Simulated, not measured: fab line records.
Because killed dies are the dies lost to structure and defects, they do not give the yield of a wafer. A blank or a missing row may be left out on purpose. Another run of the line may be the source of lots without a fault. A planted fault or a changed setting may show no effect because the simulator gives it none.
The tool behind it: which one? :: flow gf180mcu :: 42 wafers from 14 lots sampled at 4 of the route's 602 steps

WHAT THE GAUGES READ, wafer by wafer
GF_V2_THK_MEAS_01. Usual: V2_CVD_00_THK gives 601 nm (standard deviation 7.8).
lot: L147
measured: day 19 09:20
on: film-metro-04
V2_CVD_00_THK (nm): 588 585 591
flag: 

lot: L150
measured: day 20 19:12
on: film-metro-02
V2_CVD_00_THK (nm): 615 601 597
flag: 

lot: L151
measured: day 21 03:30
on: film-metro-04
V2_CVD_00_THK (nm): 603 607 603
flag: 

lot: L152
measured: day 21 16:49
on: film-metro-04
V2_CVD_00_THK (nm): 593 608 586
flag: 

lot: L153
measured: day 21 20:04
on: film-metro-01
V2_CVD_00_THK (nm): 607 605 609
flag: 

lot: L154
measured: day 22 11:19
on: film-metro-02
V2_CVD_00_THK (nm): 592 596 603
flag: 

lot: L155
measured: day 22 18:22
on: film-metro-02
V2_CVD_00_THK (nm): 602 593 595
flag: 

lot: L156
measured: day 23 00:58
on: film-metro-04
V2_CVD_00_THK (nm): 604 609 602
flag: 

lot: L160
measured: day 24 04:43
on: film-metro-02
V2_CVD_00_THK (nm): 604 603 607
flag: 

lot: L161
measured: day 24 19:34
on: film-metro-01
V2_CVD_00_THK (nm): 622 610 611
flag: 

lot: L164
measured: day 25 13:05
on: film-metro-04
V2_CVD_00_THK (nm): 601 602 598
flag: 

lot: L165
measured: day 25 20:58
on: film-metro-02
V2_CVD_00_THK (nm): 607 610 604
flag: 

lot: L166
measured: day 26 11:58
on: film-metro-02
V2_CVD_00_THK (nm): 596 598 589
flag: 

lot: L167
measured: day 26 12:47
on: film-metro-04
V2_CVD_00_THK (nm): 609 602 607
flag: 

GF_V2_BOW_MEAS_05. Usual: V2_BOW gives 102 um (standard deviation 8.6).
lot: L147
measured: day 19 09:50
on: film-metro-04
V2_BOW (um): 105 100 105
flag: 

lot: L150
measured: day 20 19:41
on: film-metro-04
V2_BOW (um): 106 110 106
flag: 

lot: L151
measured: day 21 04:00
on: film-metro-01
V2_BOW (um): 90 99 102
flag: 

lot: L152
measured: day 21 17:18
on: film-metro-02
V2_BOW (um): 105 96 103
flag: 

lot: L153
measured: day 21 20:35
on: film-metro-01
V2_BOW (um): 84 91 91
flag: 

lot: L154
measured: day 22 11:49
on: film-metro-01
V2_BOW (um): 116 126 119
flag: 

lot: L155
measured: day 22 18:51
on: film-metro-01
V2_BOW (um): 102 92 91
flag: 

lot: L156
measured: day 23 01:28
on: film-metro-01
V2_BOW (um): 99 102 96
flag: 

lot: L160
measured: day 24 05:13
on: film-metro-02
V2_BOW (um): 112 102 94
flag: 

lot: L161
measured: day 24 20:04
on: film-metro-04
V2_BOW (um): 90 90 80
flag: 

lot: L164
measured: day 25 13:36
on: film-metro-01
V2_BOW (um): 89 109 102
flag: 

lot: L165
measured: day 26 00:28
on: film-metro-01
V2_BOW (um): 105 115 108
flag: 

lot: L166
measured: day 26 12:28
on: film-metro-02
V2_BOW (um): 112 104 105
flag: 

lot: L167
measured: day 26 13:17
on: film-metro-04
V2_BOW (um): 104 108 105
flag: 

GF_V2_CD_MEAS_14: the cd target is 260 nm. Usual: cd-nm 260.5 nm, standard deviation 1.2.
lot: L147
measured: day 20 10:29
on: cd-sem-02
cd-nm (nm): 259.4 259.4 260.4
flag: 

lot: L150
measured: day 21 19:38
on: cd-sem-01
cd-nm (nm): 258.7 259.3 259.9
flag: 

lot: L151
measured: day 22 03:16
on: cd-sem-02
cd-nm (nm): 263.1 260.8 260.2
flag: 

lot: L152
measured: day 22 16:59
on: cd-sem-01
cd-nm (nm): 260.8 261.2 260.9
flag: 

lot: L153
measured: day 22 19:11
on: cd-sem-01
cd-nm (nm): 259.6 261.4 260.1
flag: 

lot: L154
measured: day 23 11:11
on: cd-sem-02
cd-nm (nm): 261.4 260.6 262.3
flag: 

lot: L155
measured: day 23 17:50
on: cd-sem-02
cd-nm (nm): 261.5 261.3 261.6
flag: 

lot: L156
measured: day 23 23:20
on: cd-sem-01
cd-nm (nm): 257.4 257.8 258.7
flag: 

lot: L160
measured: day 25 03:26
on: cd-sem-01
cd-nm (nm): 260.6 260.6 260.3
flag: 

lot: L161
measured: day 25 17:19
on: cd-sem-01
cd-nm (nm): 258.0 259.9 259.6
flag: 

lot: L164
measured: day 26 09:10
on: cd-sem-02
cd-nm (nm): 292.8 291.0 291.5
flag: OFF

lot: L165
measured: day 26 21:08
on: cd-sem-02
cd-nm (nm): 292.3 293.0 292.5
flag: OFF

lot: L166
measured: day 27 08:06
on: cd-sem-02
cd-nm (nm): 260.4 259.7 260.3
flag: 

lot: L167
measured: day 27 09:21
on: cd-sem-01
cd-nm (nm): 258.5 257.9 258.0
flag: 

WHICH TOOL RAN EACH LOT (tool, then ch and the chambers of the sampled wafers, then the start)
lot: L147
GF_V2_SOFTBAKE_10: litho-track-01 ch 0, day 19 21:00

lot: L150
GF_V2_SOFTBAKE_10: litho-track-03 ch 0, day 21 07:00

lot: L151
GF_V2_SOFTBAKE_10: litho-track-01 ch 0, day 21 16:00

lot: L152
GF_V2_SOFTBAKE_10: litho-track-01 ch 0, day 22 04:00

lot: L153
GF_V2_SOFTBAKE_10: litho-track-03 ch 0, day 22 07:00

lot: L154
GF_V2_SOFTBAKE_10: litho-track-03 ch 0, day 22 22:00

lot: L155
GF_V2_SOFTBAKE_10: litho-track-01 ch 0, day 23 05:00

lot: L156
GF_V2_SOFTBAKE_10: litho-track-02 ch 0, day 23 12:00

lot: L160
GF_V2_SOFTBAKE_10: litho-track-01 ch 0, day 24 16:00

lot: L161
GF_V2_SOFTBAKE_10: litho-track-03 ch 0, day 25 06:00

lot: L164
GF_V2_SOFTBAKE_10: litho-track-01 ch 0, day 25 23:00

lot: L165
GF_V2_SOFTBAKE_10: litho-track-01 ch 0, day 26 10:00

lot: L166
GF_V2_SOFTBAKE_10: litho-track-02 ch 0, day 26 22:00

lot: L167
GF_V2_SOFTBAKE_10: litho-track-02 ch 0, day 26 23:00
- GF_V2_SOFTBAKE_10: time 60 s.

WHAT THE TOOLS THEMSELVES READ (means of the sampled wafers that have a number; where no wafer has one, the mark that the record gives instead)
GF_V2_SOFTBAKE_10. Usual: heater-power-total-W 93.06 W, standard deviation 0.06; plate-temp-C 129.98 C, standard deviation 0.13.
lot: L147
tool: litho-track-01
heater-power-total-W (W): 93.05
plate-temp-C (C): 130.11
flag: 

lot: L150
tool: litho-track-03
heater-power-total-W (W): 93.08
plate-temp-C (C): 130.07
flag: 

lot: L151
tool: litho-track-01
heater-power-total-W (W): 93.08
plate-temp-C (C): 129.92
flag: 

lot: L152
tool: litho-track-01
heater-power-total-W (W): 93.08
plate-temp-C (C): 129.92
flag: 

lot: L153
tool: litho-track-03
heater-power-total-W (W): 93.08
plate-temp-C (C): 130.03
flag: 

lot: L154
tool: litho-track-03
heater-power-total-W (W): 93.02
plate-temp-C (C): 130.17
flag: 

lot: L155
tool: litho-track-01
heater-power-total-W (W): 93.12
plate-temp-C (C): 129.98
flag: 

lot: L156
tool: litho-track-02
heater-power-total-W (W): 93.08
plate-temp-C (C): 130.02
flag: 

lot: L160
tool: litho-track-01
heater-power-total-W (W): 93.08
plate-temp-C (C): 130.00
flag: 

lot: L161
tool: litho-track-03
heater-power-total-W (W): 93.13
plate-temp-C (C): 129.90
flag: 

lot: L164
tool: litho-track-01
heater-power-total-W (W): 101.50
plate-temp-C (C): 138.85
flag: OFF

lot: L165
tool: litho-track-01
heater-power-total-W (W): 101.48
plate-temp-C (C): 138.86
flag: OFF

lot: L166
tool: litho-track-02
heater-power-total-W (W): 93.07
plate-temp-C (C): 129.84
flag: 

lot: L167
tool: litho-track-02
heater-power-total-W (W): 93.07
plate-temp-C (C): 129.92
flag: 

THE ANSWER, worked out from the rows above alone
Rule: lot off if the mean of its wafers having a number is beyond 3 standard deviations from the usual mean. A lot without any number at a reading at which 4 lots or more have one is off too. Any other lot the step has rows for is counted as sound. The gauges are gone through in route order, then the tools' own readings, and for those a lot's mean is taken as printed above. At the first step where some lot is off, the reading lying furthest off is the one used; lots without a number count as furthest.
Off at GF_V2_CD_MEAS_14 (cd-nm): L164, L165.
If a tool, at a process step before that reading, ran all the lots that are off and no sound lot after the first of them, it fits. The gauges at GF_V2_CD_MEAS_14 aren't tried: what is off there is off at GF_V2_SOFTBAKE_10 too, on other tools, and a gauge's error can't cause that. One fits: GF_V2_SOFTBAKE_10 on litho-track-01. Its last sound lot is L160 (day 24 16:00), its first lot that is off L164 (day 25 23:00): a fault that began between those two fits.
The tool's own readings at GF_V2_SOFTBAKE_10 bear it out: on the lots that are off they differ by more than 5 times the standard deviation of the sound lots' means. heater-power-total-W reads 101.49 W there against 93.08 W on the sound lots; plate-temp-C reads 138.86 C there against 129.99 C on the sound lots.

WHAT WAS PUT IN BY THE SIMULATOR
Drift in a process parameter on litho-track-01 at GF_V2_SOFTBAKE_10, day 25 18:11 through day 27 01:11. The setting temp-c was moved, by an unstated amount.
Lots struck among those shown: L164, L165. The rule above found the same.
